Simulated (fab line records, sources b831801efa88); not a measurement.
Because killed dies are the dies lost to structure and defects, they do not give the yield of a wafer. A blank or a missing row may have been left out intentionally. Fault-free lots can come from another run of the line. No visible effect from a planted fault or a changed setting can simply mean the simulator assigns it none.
The tool behind it: which one? || flow sky130 || 18 wafers sampled from 6 lots at 1 step of a route of 708

## WHAT THE GAUGES READ, wafer by wafer
SKY_VIA2_BOW_MEAS_03.
{"lot": "L417", "measured": "day 36 21:46", "on": "film-metro-03", "VIA2_BOW (um)": "83 78 75"}
{"lot": "L413", "measured": "day 37 03:32", "on": "film-metro-03", "VIA2_BOW (um)": "90 92 102"}
{"lot": "L419", "measured": "day 37 12:52", "on": "film-metro-04", "VIA2_BOW (um)": "86 94 98"}
{"lot": "L420", "measured": "day 37 19:22", "on": "film-metro-01", "VIA2_BOW (um)": "84 86 82"}
{"lot": "L428", "measured": "day 40 02:08", "on": "film-metro-03", "VIA2_BOW (um)": "97 91 92"}
{"lot": "L436", "measured": "day 42 07:53", "on": "film-metro-01", "VIA2_BOW (um)": "95 86 79"}

## EACH LOT AND THE TOOL THAT RAN IT (in order: tool; ch and the chambers of the sampled wafers; start)
No process step before these readings appears in the record.

## THE ANSWER, worked out from the rows above alone
Rule: what is usual is taken from the lots themselves. Put in order of their means at a reading, lots are off if they are a third of the lots or fewer, leave a main group of 4 or more, and stand apart from it by a gap of 3 or more times the standard deviation of the main group's means; of several such gaps the widest counts. The tables above print the reading to a certain number of digits; a main group whose means all agree to those digits is not used. A lot without any number at a reading at which 4 lots or more have one is off too. Where the step has rows for the other lots, those lots are counted as sound.
Across all readings shown, no lot is off: no conclusion can be drawn from this.

## WHAT THE SIMULATOR HAD PUT IN
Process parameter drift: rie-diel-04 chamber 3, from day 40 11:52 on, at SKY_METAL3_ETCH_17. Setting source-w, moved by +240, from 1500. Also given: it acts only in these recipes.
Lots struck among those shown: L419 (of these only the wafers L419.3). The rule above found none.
